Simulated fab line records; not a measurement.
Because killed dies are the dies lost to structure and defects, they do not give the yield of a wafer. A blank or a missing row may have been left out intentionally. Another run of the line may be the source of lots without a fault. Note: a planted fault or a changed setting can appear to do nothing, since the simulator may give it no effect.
Which of the tools did it?	flow sky130	Sampling: 24 lots, 72 wafers, 4 of 708 route steps

== WHAT THE GAUGES READ, wafer by wafer ==
SKY_METAL3_OVL_MEAS_14. Usual: METAL3_OVL gives 2 nm (standard deviation 4.8).
lot	measured	on	METAL3_OVL (nm)	flag
L074	day 38 09:25	overlay-02	7 6 4	
L075	day 39 03:35	overlay-02	5 8 11	
L076	day 39 14:02	overlay-02	11 0 -1	
L077	day 39 18:08	overlay-02	-6 -2 -2	
L078	day 39 22:12	overlay-01	0 0 -2	
L079	day 40 06:39	overlay-01	5 7 9	
L080	day 40 10:59	overlay-02	1 1 1	
L081	day 40 21:50	overlay-02	12 7 -1	
L082	day 41 09:35	overlay-01	7 8 1	
L083	day 41 15:23	overlay-01	-3 -5 0	
L085	day 41 21:16	overlay-02	-8 -2 -8	
L084	day 41 22:25	overlay-01	5 -1 1	
L086	day 42 07:03	overlay-01	0 1 5	
L087	day 42 12:20	overlay-02	-2 0 2	
L088	day 42 22:46	overlay-01	-3 1 -5	
L089	day 43 11:04	overlay-01	6 4 6	
L091	day 43 13:36	overlay-02	-1 -8 -3	
L090	day 43 19:47	overlay-01	8 4 2	
L092	day 43 20:22	overlay-02	2 4 0	
L093	day 44 06:53	overlay-01	4 3 5	
L095	day 44 08:07	overlay-02	1 2 -7	
L094	day 44 08:45	overlay-01	-4 -6 2	
L096	day 44 11:25	overlay-02	1 3 4	
L097	day 45 04:22	overlay-02	5 6 9	

== EACH LOT AND THE TOOL THAT RAN IT (in order: tool; ch and the chambers of the sampled wafers; start) ==
lot	SKY_METAL2_SPUTTER_01	SKY_METAL2_SPUTTER_02	SKY_VIA2_ETCH_14
L074	pvd sputter-04, day 33 21:15	pvd sputter-04, day 33 21:17	rie diel-01 ch 0,1,3, day 36 03:34
L075	pvd sputter-02, day 34 17:11	pvd sputter-02, day 34 17:12	rie diel-03 ch 1,2, day 36 22:32
L076	pvd sputter-04, day 35 03:44	pvd sputter-04, day 35 03:46	rie diel-03 ch 1,2,3, day 37 10:34
L077	pvd sputter-03, day 35 08:34	pvd sputter-03, day 35 08:36	rie diel-03 ch 1,2, day 37 13:44
L078	pvd sputter-02, day 35 12:55	pvd sputter-02, day 35 12:56	rie diel-03 ch 1,3, day 37 18:11
L079	pvd sputter-03, day 35 20:59	pvd sputter-03, day 35 21:01	rie diel-03 ch 1,2,3, day 38 02:07
L080	pvd sputter-03, day 36 02:25	pvd sputter-03, day 36 02:27	rie diel-01 ch 2,3, day 38 06:49
L081	pvd sputter-04, day 36 14:16	pvd sputter-04, day 36 14:18	rie diel-02 ch 1,2,3, day 38 19:46
L082	pvd sputter-04, day 37 01:11	pvd sputter-04, day 37 01:13	rie diel-02 ch 0,3, day 39 06:10
L083	pvd sputter-03, day 37 07:34	pvd sputter-03, day 37 07:36	rie diel-02 ch 2,3, day 39 12:19
L085	pvd sputter-04, day 37 14:10	pvd sputter-04, day 37 14:11	rie diel-01 ch 1,2, day 39 18:43
L084	pvd sputter-04, day 37 16:56	pvd sputter-04, day 37 16:58	rie diel-03 ch 0,1,2, day 39 20:19
L086	pvd sputter-03, day 38 01:58	pvd sputter-03, day 38 01:59	rie diel-03 ch 0,2,3, day 40 05:40
L087	pvd sputter-04, day 38 07:24	pvd sputter-04, day 38 07:26	rie diel-03 ch 0,1,2, day 40 10:40
L088	pvd sputter-04, day 38 18:29	pvd sputter-04, day 38 18:31	rie diel-02 ch 1,3, day 40 20:56
L089	pvd sputter-02, day 39 08:05	pvd sputter-02, day 39 08:07	rie diel-01 ch 0,1, day 41 10:05
L091	pvd sputter-04, day 39 10:31	pvd sputter-04, day 39 10:32	rie diel-02 ch 0,2,3, day 41 12:28
L090	pvd sputter-04, day 39 16:02	pvd sputter-04, day 39 16:04	rie diel-02 ch 0,2, day 41 18:32
L092	pvd sputter-02, day 39 17:46	pvd sputter-02, day 39 17:47	rie diel-01 ch 0,2, day 41 19:07
L093	pvd sputter-03, day 40 05:22	pvd sputter-03, day 40 05:23	rie diel-02 ch 1,2, day 42 06:28
L095	pvd sputter-04, day 40 06:40	pvd sputter-04, day 40 06:41	rie diel-01 ch 0,1,2, day 42 07:26
L094	pvd sputter-03, day 40 07:07	pvd sputter-03, day 40 07:08	rie diel-02 ch 2,3, day 42 08:44
L096	pvd sputter-02, day 40 10:42	pvd sputter-02, day 40 10:44	rie diel-01 ch 0,2, day 42 11:42
L097	pvd sputter-02, day 41 03:40	pvd sputter-02, day 41 03:41	rie diel-01 ch 0,2, day 43 04:10
- SKY_METAL2_SPUTTER_01: material TiN, target thk 20 nm, time 16.7 s.
- SKY_METAL2_SPUTTER_02: material AlCu, target thk 250 nm, time 13.3 s.
- SKY_VIA2_ETCH_14: etches BARC in N2/H2, stops on SiO2, time 45.9 s, target depth 60 nm.

== WHAT THE TOOLS THEMSELVES READ (means of the sampled wafers that have a number; where no wafer has one, the mark that the record gives instead) ==
SKY_METAL2_SPUTTER_01. Usual: throttle valve pct reads 29.9 % (standard deviation 1.4).
lot	tool	throttle valve pct (%)	flag
L074	pvd sputter-04	30.3	
L075	pvd sputter-02	30.2	
L076	pvd sputter-04	30.4	
L077	pvd sputter-03	30.1	
L078	pvd sputter-02	29.1	
L079	pvd sputter-03	30.1	
L080	pvd sputter-03	31.4	
L081	pvd sputter-04	28.9	
L082	pvd sputter-04	29.4	
L083	pvd sputter-03	30.1	
L085	pvd sputter-04	30.5	
L084	pvd sputter-04	30.3	
L086	pvd sputter-03	30.9	
L087	pvd sputter-04	29.0	
L088	pvd sputter-04	29.1	
L089	pvd sputter-02	29.0	
L091	pvd sputter-04	29.1	
L090	pvd sputter-04	30.3	
L092	pvd sputter-02	29.6	
L093	pvd sputter-03	30.0	
L095	pvd sputter-04	29.2	
L094	pvd sputter-03	30.9	
L096	pvd sputter-02	30.2	
L097	pvd sputter-02	29.6	

SKY_METAL2_SPUTTER_02. Usual: throttle valve pct reads 29.9 % (standard deviation 1.4).
lot	tool	throttle valve pct (%)	flag
L074	pvd sputter-04	30.4	
L075	pvd sputter-02	30.1	
L076	pvd sputter-04	30.3	
L077	pvd sputter-03	29.9	
L078	pvd sputter-02	29.0	
L079	pvd sputter-03	29.9	
L080	pvd sputter-03	31.3	
L081	pvd sputter-04	29.1	
L082	pvd sputter-04	29.2	
L083	pvd sputter-03	30.0	
L085	pvd sputter-04	30.4	
L084	pvd sputter-04	30.3	
L086	pvd sputter-03	31.0	
L087	pvd sputter-04	29.0	
L088	pvd sputter-04	28.9	
L089	pvd sputter-02	29.1	
L091	pvd sputter-04	29.1	
L090	pvd sputter-04	30.2	
L092	pvd sputter-02	29.6	
L093	pvd sputter-03	30.1	
L095	pvd sputter-04	29.3	
L094	pvd sputter-03	30.9	
L096	pvd sputter-02	30.1	
L097	pvd sputter-02	29.7	

SKY_VIA2_ETCH_14. Usual: drypump motor current A 5.8 A, standard deviation 0.43; oes product au 0.855 a.u., standard deviation 0.0042; throttle valve pct 13.224 %, standard deviation 0.0079.
lot	tool	drypump motor current A (A)	oes product au (a.u.)	throttle valve pct (%)	flag
L074	rie diel-01	5.9	0.857	13.219	
L075	rie diel-03	5.8	0.857	13.234	
L076	rie diel-03	5.8	0.857	13.222	
L077	rie diel-03	5.9	0.854	13.224	
L078	rie diel-03	5.9	0.856	13.223	
L079	rie diel-03	5.8	0.856	13.231	
L080	rie diel-01	5.9	0.855	13.226	
L081	rie diel-02	5.4	0.856	13.224	
L082	rie diel-02	6.1	0.855	13.223	
L083	rie diel-02	5.1	0.856	13.229	
L085	rie diel-01	5.9	0.852	13.227	
L084	rie diel-03	5.9	0.861	13.216	
L086	rie diel-03	5.9	0.852	13.229	
L087	rie diel-03	5.9	0.858	13.228	
L088	rie diel-02	5.3	0.855	13.231	
L089	rie diel-01	5.8	0.858	13.228	
L091	rie diel-02	5.6	0.857	13.222	
L090	rie diel-02	5.6	0.850	13.228	
L092	rie diel-01	6.0	0.853	13.223	
L093	rie diel-02	5.7	0.856	13.223	
L095	rie diel-01	5.9	0.853	13.217	
L094	rie diel-02	5.1	0.856	13.220	
L096	rie diel-01	6.1	0.856	13.226	
L097	rie diel-01	6.0	0.854	13.221	

== THE ANSWER, worked out from the rows above alone ==
Rule: lot off if the mean of its wafers having a number is beyond 3 standard deviations from the usual mean. A lot without any number at a reading at which 4 lots or more have one is off too. The other lots that the step has rows for count as sound. Order of review: gauges by route order, followed by the tools' own readings, for which a lot's mean as printed above is used. At the first step where some lot is off, the reading lying furthest off is the one used; lots without a number count as furthest.
No lot is off on any of the readings shown, so nothing can be concluded from this.

== WHAT THE SIMULATOR HAD PUT IN ==
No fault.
